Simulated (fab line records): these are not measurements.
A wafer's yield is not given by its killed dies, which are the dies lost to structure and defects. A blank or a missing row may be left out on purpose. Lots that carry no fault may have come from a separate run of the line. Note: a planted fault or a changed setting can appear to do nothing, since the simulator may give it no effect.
A lot that was struck, set against a sound lot || flow sky130 || 35 out of 708 route steps
Sound: wafers L314.2, L314.3, L314.5. Struck: wafer L333.2 (left out: L333.3, L333.4 of the same lot, which were not struck); the cause appears at the end.
Each step with rows lists, per side, the tool, then ch with its chambers, then its first start. Under that, the readings that differ: sound wafers || struck wafers || difference of the means || sigmas: that difference in standard deviations of wafers without a fault.
alike: a reading whose means differ by less than 2 such deviations, as well as words and numbers matching on both sides. not compared: withheld readings; readings where some wafer has no value; bounds like >300 that might hide an equal value; numbers whose values overlap and for which the record gives no deviation.
The two part at a step that has a row with sigmas, a row that says differs or no value, or rows on one side only. Numbers that have no deviation but don't overlap get no sigmas and don't part them. Lack of a reading on every wafer of one side parts them only where that side has two or more wafers.

first, 10 steps without rows for these wafers: SKY_METAL1_EXPOSE_12 (exposes mask MM1, target cd 140 nm); SKY_METAL1_PEB_13; SKY_METAL1_DEVELOP_14 (develop time 60 s); SKY_METAL1_DESCUM_17 (chemistry O2, time 8 s); SKY_METAL1_ETCH_18 (etches BARC in N2/H2, stops on SiO2, time 45.9 s, target depth 60 nm); SKY_METAL1_METAL_ETCH_19 (etches the open film in Cl2/BCl3, stops on SiO2, target depth 360 nm, time 78 s); SKY_METAL1_STRIP_20 (strips in O2/N2); SKY_METAL1_STRIP_21 (strips in post etch residue remover, time 1200 s); SKY_METAL1_CLEAN_22 (cleans in IPA, time 180 s); SKY_METAL1_CLEAN_23 (cleans in O3/DIW).
SKY_VIA1_HDPCVD_00: deposits SiO2, target thk 1030 nm, time 171.7 s.
  sound on hdpcvd-01 ch 0,1, day 32 17:13; struck on hdpcvd-01 ch 1, day 39 06:47
  alike: sih4_flow_sccm
then, 23 steps without rows for these wafers: SKY_VIA1_CMP_02 (polishes SiO2); SKY_VIA1_DEHYDRATE_04 (time 60 s); SKY_VIA1_HMDS_05 (prime time 60 s); SKY_VIA1_COAT_06 (resist thk 60 nm); SKY_VIA1_COAT_07 (resist thk 450 nm); SKY_VIA1_SOFTBAKE_08 (time 90 s); SKY_VIA1_EXPOSE_09 (exposes mask VIM, target cd 150 nm); SKY_VIA1_PEB_10; SKY_VIA1_DEVELOP_11 (develop time 60 s); SKY_VIA1_ETCH_14 (etches BARC in N2/H2, stops on SiO2, time 45.9 s, target depth 60 nm); SKY_VIA1_ETCH_15 (etches SiO2 in C4F8/O2/Ar, stops on TiN, target depth 351 nm, time 54 s); SKY_VIA1_STRIP_16 (strips in O2/N2); SKY_VIA1_STRIP_17 (strips in post etch residue remover, time 1200 s); SKY_VIA1_CLEAN_18 (cleans in IPA, time 180 s); SKY_VIA1_CLEAN_19 (cleans in O3/DIW); SKY_VIA1_SPUTTER_20 (material TiN, target thk 20 nm, time 80 s); SKY_VIA1_CVD_21 (deposits W, target thk 270 nm, time 80.902 s); SKY_VIA1_CMP_24 (polishes, stops on SiO2, t overpolish 15 s, target thk 0 nm); SKY_METAL2_SPUTTER_00 (material Ti, target thk 15 nm, time 10 s); SKY_METAL2_SPUTTER_01 (material TiN, target thk 20 nm, time 16.7 s); SKY_METAL2_SPUTTER_02 (material AlCu, target thk 250 nm, time 13.3 s); SKY_METAL2_SPUTTER_03 (material Ti, target thk 5 nm, time 3.3 s); SKY_METAL2_SPUTTER_04 (material TiN, target thk 70 nm, time 58.3 s).
-- the record jumps here: 11 days lie between the struck wafers' starts before and after (it left off in module METAL2 and takes up again in module PAD_OPEN, whose first step shown is number 708 of the route) --
SKY_PAD_OPEN_PROBE_99:
  sound: prober-01 at day 45 16:20; struck: prober-01 at day 50 11:46
{"reading": "defect_limited_yield (%)", "sound": "85.0 81.5 82.3", "struck": 78.3, "difference": -4.6, "sigmas": -3}
{"reading": "killed_at_M0_to_M3", "sound": "37 50 40", "struck": 58, "difference": "+16", "sigmas": "+2"}
{"reading": "killed_dies", "sound": "74 91 87", "struck": 107, "difference": "+23", "sigmas": "+3"}
{"reading": "killed_on_rim", "sound": "14 17 14", "struck": 29, "difference": "+14", "sigmas": "+4"}
{"reading": "sort_bin_3_pad_short (%)", "sound": "0.6 0.8 0", "struck": 2.4, "difference": "+1.9", "sigmas": "+5"}
{"reading": "sort_n_pass", "sound": "418 401 405", "struck": 385, "difference": -23, "sigmas": -3}
{"reading": "sort_yield_pct (%)", "sound": "85.0 81.5 82.3", "struck": 78.3, "difference": -4.6, "sigmas": -3}
{"reading": "model.etest.tester.sort_n_pass", "sound": "418 401 405", "struck": 385, "difference": -23, "sigmas": ""}
{"reading": "model.etest.tester.sort_yield_pct (%)", "sound": "84.96 81.5 82.32", "struck": 78.25, "difference": -4.68, "sigmas": ""}
{"reading": "model.etest.tester.sort_bin_5_pct (%)", "sound": "8.74 11.79 11.59", "struck": 12.4, "difference": "+1.7", "sigmas": ""}
{"reading": "model.etest.tester.sort_bin_3_pct (%)", "sound": "0.6098 0.813 0", "struck": 2.439, "difference": "+1.965", "sigmas": ""}
  alike: killed_at_M4_up, killed_at_contacts, killed_at_front_end, killed_at_other, killed_open, killed_short, sort_bin_5_function, sort_bin_6_memory

== WHERE THEY PART ==
Only at SKY_PAD_OPEN_PROBE_99, as far as this record shows.

WHY: what had been put in by the simulator
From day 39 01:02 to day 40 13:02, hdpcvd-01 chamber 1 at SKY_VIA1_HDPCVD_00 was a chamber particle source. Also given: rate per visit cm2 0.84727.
